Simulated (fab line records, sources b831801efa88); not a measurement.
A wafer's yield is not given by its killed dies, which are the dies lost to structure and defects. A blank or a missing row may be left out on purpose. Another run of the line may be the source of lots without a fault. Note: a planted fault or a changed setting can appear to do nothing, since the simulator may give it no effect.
Matching of chambers    flow gf180mcu    GF_V5_CMP_04 on cmp-02 has 4 sister chambers
The step polishes SiO2. 14 wafers are shown with their chamber, then 7 later ones without.

## WAFERS, EACH WITH ITS CHAMBER
wafer   chamber  motor_current_A (A)  slurry_flow_ml_min
L965.1  3        11.1                 149.8
L965.3  1        10.9                 149.9
L965.4  2        11.6                 149.7
L966.1  2        11.8                 149.4
L966.3  0        11.7                 149.7
L966.6  0        11.6                 150.1
L968.1  2        11.8                 149.6
L968.3  1        11.0                 149.9
L968.6  2        11.1                 149.9
L973.2  1        10.6                 150.4
L973.3  2        11.5                 150.0
L973.6  2        11.9                 151.4
L975.1  1        11.0                 149.3
L975.3  0        11.8                 150.1

SIGNATURES, as means of the wafers listed above
reading             chamber 0  chamber 1  chamber 2  chamber 3  scatter within a chamber
motor_current_A     11.700     10.875     11.617     11.100     0.236
slurry_flow_ml_min  149.967    149.875    150.000    149.800    0.574
Rule: a wafer's distance from a chamber is the root of the sum, over the readings, of the square of ((its reading less the chamber's mean) divided by the reading's scatter). If the next closest chamber is less than 2 further off than the closest, the wafer can't be placed; otherwise it belongs to the closest. The scatter: take each reading less its chamber's mean, square it, sum over the shown wafers, divide by the number of wafers less the number of chambers, and take the root.

## WAFERS WHOSE CHAMBER IS MISSING
wafer   motor_current_A (A)  slurry_flow_ml_min
L975.6  11.5                 150.0
L985.3  11.6                 148.8
L985.4  11.0                 149.9
L985.5  11.8                 149.6
L986.1  10.9                 149.3
L986.3  11.2                 150.0
L986.4  11.7                 150.0

## EACH ONE'S CHAMBER
wafer   from the rows above                in truth
L975.6  can't be placed: 2 or 0 or 3       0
L985.3  can't be placed: 0 or 2 or 3 or 1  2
L985.4  can't be placed: 3 or 1            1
L985.5  can't be placed: 0 or 2            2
L986.1  can't be placed: 1 or 3            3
L986.3  can't be placed: 3 or 1 or 2 or 0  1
L986.4  can't be placed: 0 or 2            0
Correct placement for 0 of the 7. These rows do not allow placing 7 (true chamber among the candidates in 7). Number placed wrongly: 0.
